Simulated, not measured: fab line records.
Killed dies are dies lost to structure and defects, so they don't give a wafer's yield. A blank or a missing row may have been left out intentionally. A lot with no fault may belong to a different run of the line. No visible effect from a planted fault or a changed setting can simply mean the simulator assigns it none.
Matching of chambers / flow gf180mcu / rieSi-02 running GF_STI_ETCH_14: 4 sister chambers
The step etches Si in HBr/Cl2/O2, target depth 360 nm, time 102.9 s. 4 wafers are shown with their chamber, then 12 later ones without.

## EACH WAFER AND ITS CHAMBER
wafer=L085.5; chamber=3; drypumpMotorCurrentA (A)=4.8
wafer=L088.2; chamber=0; drypumpMotorCurrentA (A)=5.5
wafer=L089.3; chamber=1; drypumpMotorCurrentA (A)=5.7
wafer=L089.4; chamber=2; drypumpMotorCurrentA (A)=5.6

## WAFERS WHOSE CHAMBER IS MISSING
wafer=L089.6; drypumpMotorCurrentA (A)=5.8
wafer=L090.3; drypumpMotorCurrentA (A)=5.6
wafer=L090.4; drypumpMotorCurrentA (A)=4.8
wafer=L090.5; drypumpMotorCurrentA (A)=5.7
wafer=L095.1; drypumpMotorCurrentA (A)=5.4
wafer=L095.4; drypumpMotorCurrentA (A)=4.8
wafer=L095.5; drypumpMotorCurrentA (A)=5.5
wafer=L096.1; drypumpMotorCurrentA (A)=5.6
wafer=L096.3; drypumpMotorCurrentA (A)=5.5
wafer=L096.5; drypumpMotorCurrentA (A)=5.6
wafer=L097.5; drypumpMotorCurrentA (A)=5.7
wafer=L097.6; drypumpMotorCurrentA (A)=5.6

## THE CHAMBER EACH PASSED THROUGH
wafer=L089.6; from the rows above=1; in truth=1
wafer=L090.3; from the rows above=2; in truth=2
wafer=L090.4; from the rows above=3; in truth=3
wafer=L090.5; from the rows above=1; in truth=1
wafer=L095.1; from the rows above=0; in truth=0
wafer=L095.4; from the rows above=3; in truth=3
wafer=L095.5; from the rows above=0; in truth=0
wafer=L096.1; from the rows above=2; in truth=2
wafer=L096.3; from the rows above=0; in truth=0
wafer=L096.5; from the rows above=2; in truth=2
wafer=L097.5; from the rows above=1; in truth=1
wafer=L097.6; from the rows above=2; in truth=2
Placed correctly: 12 of 12. Not placeable from these rows: 0. Placed wrongly: 0.
How it was worked out, from the rows above alone: a wafer's distance from a chamber is the root of the sum, over the readings, of the square of ((its reading less the chamber's mean) divided by the reading's scatter). The wafer belongs to the nearest chamber; if the next one is less than 2 further off, it can't be placed. A chamber's mean is the mean of its shown wafers. The scatter: with one shown wafer a chamber, the root of the mean of the squares of how far each hidden wafer lies from its nearest shown one.
